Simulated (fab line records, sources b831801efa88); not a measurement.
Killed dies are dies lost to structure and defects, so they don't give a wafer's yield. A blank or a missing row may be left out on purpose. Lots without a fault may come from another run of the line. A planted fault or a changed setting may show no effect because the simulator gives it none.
Chamber matching | flow sky130 | SKY_PASSIVATION_CVD_00 on pecvd-04: 3 sister chambers
The step deposits SiO2, target thk 90 nm. 3 wafers are shown with their chamber, then 9 later ones without.

WAFERS WITH THEIR CHAMBER
wafer  | chamber | heater_power_w (W)
L085.3 | 2       | 656
L090.1 | 0       | 524
L090.5 | 1       | 704

WAFERS WITHOUT THEIR CHAMBER
wafer  | heater_power_w (W)
L091.2 | 692
L091.4 | 595
L091.5 | 629
L092.3 | 758
L092.4 | 694
L092.5 | 548
L097.2 | 520
L097.5 | 645
L097.6 | 829

WHICH CHAMBER EACH WENT THROUGH
wafer  | from the rows above          | in truth
L091.2 | can't be placed: 1 or 2      | 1
L091.4 | can't be placed: 2 or 0 or 1 | 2
L091.5 | can't be placed: 2 or 1 or 0 | 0
L092.3 | can't be placed: 1 or 2      | 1
L092.4 | can't be placed: 1 or 2      | 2
L092.5 | can't be placed: 0 or 2      | 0
L097.2 | 0                            | 0
L097.5 | can't be placed: 2 or 1      | 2
L097.6 | can't be placed: 1 or 2      | 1
Placed correctly: 1 of 9. Can't be placed from these rows: 8 (the true chamber is among the candidates in 8). Placed wrongly: 0.
How it was worked out, from the rows above alone: a wafer's distance from a chamber is the root of the sum, over the readings, of the square of ((its reading less the chamber's mean) divided by the reading's scatter). The wafer belongs to the nearest chamber; if the next one is less than 2 further off, it can't be placed. A chamber's mean is the mean of its shown wafers. The scatter: with one shown wafer a chamber, the root of the mean of the squares of how far each hidden wafer lies from its nearest shown one.
